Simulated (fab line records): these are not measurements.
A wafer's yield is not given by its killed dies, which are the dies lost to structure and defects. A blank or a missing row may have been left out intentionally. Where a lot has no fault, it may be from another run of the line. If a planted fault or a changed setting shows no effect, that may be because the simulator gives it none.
8D (eight disciplines) problem report, filled in by code | flow sky130 | the parts of the form that need people (team, actions taken, sign-off) are left out

== 1. THE ISSUE ==
Wafers without a fault read 3.608 s, standard deviation 0.029; stripTimeToEndpointS at SKY_CONTACT_STRIP_19 reads a mean of 3.438 s on 3 wafers belonging to 3 lots. That puts it -5.9 standard deviations away from the usual mean.
The step: strips in O2/N2.
Seen first at day 34 13:58 on plasmaAsher-03, wafer L617.1. At this step, 34 wafers from 12 lots have a number in the record. The rule behind "out" and "out of limits": a value lying over 4 standard deviations away from the usual mean. Any other wafer with a number is counted as sound.

== 2. WHAT IT IS, WHAT IT ISN'T ==
question                    | is                     | is not
which readings at this step | stripTimeToEndpointS   | drypumpMotorCurrentA
which lots                  | L617, L618, L621       | L608, L609, L610, L611, L625, L628, L629, L630, L631
which wafers of those lots  | L617.1, L618.1, L621.1 | L617.2, L618.2, L618.6, L621.3
read on which tools         | plasmaAsher-03         | plasmaAsher-01
when                        | from day 34 13:58      | up to then (13 sound wafers); but 18 sound wafers of L618, L621, L625, L628, L629, L630, L631 came after

== 3. THE SUSPECTS, EACH WITH WHAT RULES IT OUT ==
Counting: any tool at a process step up to the reading remains a suspect provided it ran every lot that is out. Sound lots after the first of them don't rule it out here, since some wafers of a struck lot are sound.
- rieDiel-01 at SKY_CONTACT_ETCH_16 (etches BARC in N2/H2, stops on SiO2, time 45.9 s, target depth 60 nm): kept. It processed each lot that is out (first: L617, day 34 13:50); up to then, its last sound lot is L610 (day 32 04:37).
- plasmaAsher-03 at SKY_CONTACT_STRIP_19 (strips in O2/N2): kept. It processed each lot that is out (first: L617, day 34 13:58); up to then, its last sound lot is L610 (day 32 04:44). Its own readings are out on those wafers: stripTimeToEndpointS.
Remaining after the count are rieDiel-01 at SKY_CONTACT_ETCH_16 and plasmaAsher-03 at SKY_CONTACT_STRIP_19.

== 4. THE CAUSE (what the simulator had put in) ==
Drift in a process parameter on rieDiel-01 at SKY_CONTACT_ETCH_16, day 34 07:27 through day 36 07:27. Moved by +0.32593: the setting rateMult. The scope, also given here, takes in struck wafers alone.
Of the 2 suspects that counting leaves, this tool is one.

== 5. THE CHAIN OF EFFECTS, in route order ==
Each row: a reading whose mean over the struck wafers that have a number lies more than 3 standard deviations from the usual. Only readings whose record carries a usual standard deviation are examined. hours: median over the lots of the time between each lot's start at the first step of this table that gives one and its start at this step. sigmas: the change, counted in usual standard deviations.
hours | step                 | reading              | usual   | on struck wafers | change | sigmas
0     | SKY_CONTACT_STRIP_19 | stripTimeToEndpointS | 3.608 s | 3.438            | -0.170 | -5.9
The process steps in it:
- SKY_CONTACT_STRIP_19: strips in O2/N2.

== 6. WHAT WOULD HAVE CAUGHT IT SOONER ==
7 hours passed between the start of the fault at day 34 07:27 and the first reading out of limits in this record, taken at day 34 13:58.
No tool reading at SKY_CONTACT_ETCH_16 that has a usual standard deviation in the record was out on any struck wafer, so an alarm limit of 4 standard deviations on those readings would not have fired.
Lots out: 3; of these, L618, L621 started SKY_CONTACT_ETCH_16 on rieDiel-01 after day 34 13:58. A hold on the tool at that time would have spared those 2.
